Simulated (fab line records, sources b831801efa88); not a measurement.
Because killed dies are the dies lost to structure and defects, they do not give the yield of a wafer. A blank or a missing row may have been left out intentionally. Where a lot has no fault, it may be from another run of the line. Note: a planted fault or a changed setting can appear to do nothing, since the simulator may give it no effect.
Comparing a struck lot with a sound one -- flow sky130 -- 16 out of 708 route steps
Sound: wafers L584.2, L584.4, L584.6. Struck: wafers L589.3, L589.5, L589.6. The cause is named last.
Per side, at each step with rows, come the tool, then ch with its chambers, and then its first start. Under that, the readings that differ: sound wafers -- struck wafers -- difference of the means -- sigmas: that difference in standard deviations of wafers without a fault.
alike: a reading whose means differ by less than 2 such deviations, as well as words and numbers matching on both sides. not compared: withheld readings; readings where some wafer has no value; bounds like >300 that might hide an equal value; numbers whose values overlap and for which the record gives no deviation.
Wherever a step has rows on one side only, a row that says differs or no value, or a row with sigmas, the two part there. Non-overlapping numbers with no deviation appear without sigmas and do not part them. Lack of a reading on every wafer of one side parts them only where that side has two or more wafers.

SKY_LDD_P_OVL_MEAS_08:
  sound: overlay-02 at day 22 02:55; struck: overlay-02 at day 24 05:10
  alike: LDD_P_OVL
following that, these wafers have no rows for 1 step: SKY_LDD_P_IMPLANT_09.
SKY_LDD_P_STRIP_10: strips in O2/N2.
  sound on plasma asher-02 ch 1, day 22 03:05; struck on plasma asher-03 ch 0,1, day 24 05:22
  alike: drypump motor current A, oes product au, strip time to endpoint s
  not compared: rf hours counter h
SKY_LDD_P_TW_MEAS_11:
  sound: film metro-02 at day 22 03:12; struck: film metro-03 at day 24 05:28
  alike: LDD_P_TW
then, 7 steps without rows for these wafers: SKY_LDD_HVN_DEHYDRATE_00 (time 60 s); SKY_LDD_HVN_HMDS_01 (prime time 60 s); SKY_LDD_HVN_COAT_02 (resist thk 300 nm); SKY_LDD_HVN_SOFTBAKE_03 (time 60 s); SKY_LDD_HVN_EXPOSE_04 (exposes mask HVNTM, target cd 700 nm); SKY_LDD_HVN_PEB_05; SKY_LDD_HVN_DEVELOP_06 (develop time 60 s).
SKY_LDD_HVN_OVL_MEAS_07:
  sound: overlay-01 at day 23 08:32; struck: overlay-02 at day 25 10:48
  alike: LDD_HVN_OVL
SKY_LDD_HVN_IMPLANT_08:
  sound on implanter-01 ch 0, day 23 08:36; struck on implanter-01 ch 0, day 25 10:52
reading,sound,struck,difference,sigmas
dose ions cm2,3.0009e+13 2.9961e+13 2.998e+13,1.8808e+13 1.882e+13 1.8767e+13,-1.1185e+13,-99 or more
faraday current uA,165 168 167,107 106 107,-60,-18
SKY_LDD_HVN_STRIP_09: strips in O2/N2.
  sound on plasma asher-02 ch 0,1, day 23 08:43; struck on plasma asher-02 ch 0,1, day 25 11:01
  alike: drypump motor current A, oes product au, strip time to endpoint s
  not compared: rf hours counter h
SKY_LDD_HVN_TW_MEAS_10:
  sound: film metro-02 at day 23 08:50; struck: film metro-04 at day 25 11:19
reading,sound,struck,difference,sigmas
LDD_HVN_TW,1422 1419 1434,1214 1214 1211,-212,-10
  not compared: hold
-- record jumps: 24 days separate the struck wafers' starts on either side; left off in module LDD_HVN, taken up again in module PAD_OPEN, whose first shown step is the route's number 708 --
SKY_PAD_OPEN_PROBE_99:
  sound: prober-01 at day 48 00:46; struck: prober-02 at day 49 05:22
reading,sound,struck,difference,sigmas
model.etest.tip_n_5v.rs ohm sq,1368 1374 1375,1964 1988 1982,+606,
model.etest.nfet g5v0d10v5.r on ohm um,1880 1866 1882,1956 1985 1944,+86,
model.etest.tip_n_5v.rs ohm sq range,27.12 24.91 22.67,50.99 75.72 77.68,+43.23,
model.etest.nfet g5v0d10v5.drive ua um,618.8 609.6 610.2,584.7 575.8 595.9,-27.4,
model.etest.nfet_05v0_nvt.drive ua um,587 576.5 574.3,564.4 558.6 568.7,-15.4,
model.etest.nfet g5v0d10v5.vt sat v (V),0.749 0.7725 0.7625,0.7791 0.7984 0.7907,+0.0281,
  alike: killed_at_M0_to_M3, killed_at_M4_up, killed at contacts, killed at front end, killed at other, killed dies, killed on rim, killed open, killed short
  not compared: model.etest.ring_5v.delay ps

== WHERE THEY PART ==
Last at SKY_LDD_HVN_TW_MEAS_10 as far as this record goes, first at SKY_LDD_HVN_IMPLANT_08. Later steps at which nothing parts them and some readings are alike: SKY_PAD_OPEN_PROBE_99.

WHY: what had been put in by the simulator
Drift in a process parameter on implanter-01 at SKY_LDD_HVN_IMPLANT_08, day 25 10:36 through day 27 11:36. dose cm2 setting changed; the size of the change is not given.
